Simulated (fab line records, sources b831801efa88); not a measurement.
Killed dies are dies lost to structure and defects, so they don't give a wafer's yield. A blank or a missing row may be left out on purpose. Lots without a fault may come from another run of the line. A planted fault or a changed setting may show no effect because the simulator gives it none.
Problem report in the 8D (eight disciplines) form, filled by code | flow sfq_line | the parts of the form that need people (team, actions taken, sign-off) are left out

1. THE PROBLEM
run_length_s at SFQ_TRILAYER_C5_BARC_OPEN_VIA_ETCH_210 reads a mean of 81.4 s on 6 wafers of 2 lots; wafers without a fault read 70.1 s with a standard deviation of 0.51. That is +22 standard deviations from the usual mean.
The step: etches BARC in O2, target depth 125 nm, time 41.7 s.
First seen on wafer L135.2, day 64 11:48, on rie_diel-04. The record holds 42 wafers of 14 lots with a number at this step. Rule for "out", or "out of limits": more than 4 standard deviations from the usual mean. The other wafers with a number count as sound.

2. WHAT IT IS AND WHAT IT IS NOT
question                    | is                           | is not
which readings at this step | run_length_s, oes_product_au | drypump_motor_current_A
which lots                  | L135, L136                   | L123, L125, L126, L128, L138, L140, L141, L142, L143, L144, L145, L146
which wafers of those lots  | all that have a number       | -
read on which tools         | rie_diel-04                  | rie_diel-01, rie_diel-02
when                        | from day 64 11:48            | up to then (12 sound wafers); but 24 sound wafers of L138, L140, L141, L142, L143, L144, L145, L146 came after

3. SUSPECTS, AND WHAT RULES EACH OUT
Counting: a tool at a process step up to the reading stays a suspect if it ran every lot that is out and no sound lot after the first of them.
- rie_diel-04 at SFQ_TRILAYER_C5_BARC_OPEN_VIA_ETCH_210 (etches BARC in O2, target depth 125 nm, time 41.7 s): ruled out as a lasting fault. Sound lots L144, L145 ran on it after its first lot that is out, L135 (day 64 11:48).
Left after counting: nothing in the record.

4. THE CAUSE (what the simulator had put in)
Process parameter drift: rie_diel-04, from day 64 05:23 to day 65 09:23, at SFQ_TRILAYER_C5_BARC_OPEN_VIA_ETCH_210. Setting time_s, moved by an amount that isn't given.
Counting ruled it out, wrongly.

5. THE CHAIN OF EFFECTS, in route order
Each row: a reading whose mean over the struck wafers that have a number lies more than 3 standard deviations from the usual. Only readings for which the record gives a usual standard deviation are gone through. hours: the time from each lot's start at the first step in this table that gives one to its start at this step, as a median over the lots. sigmas: the change in usual standard deviations.
hours | step                                   | reading        | usual      | on struck wafers | change | sigmas
0     | SFQ_TRILAYER_C5_BARC_OPEN_VIA_ETCH_210 | oes_product_au | 0.685 a.u. | 0.622            | -0.063 | -14
0     | SFQ_TRILAYER_C5_BARC_OPEN_VIA_ETCH_210 | run_length_s   | 70.1 s     | 81.4             | +11.3  | +22
The process steps in it:
- SFQ_TRILAYER_C5_BARC_OPEN_VIA_ETCH_210: etches BARC in O2, target depth 125 nm, time 41.7 s.

6. WHAT WOULD HAVE CAUGHT IT SOONER
In this record the first reading out of limits was taken at day 64 11:48, 6 hours after the fault began at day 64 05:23.
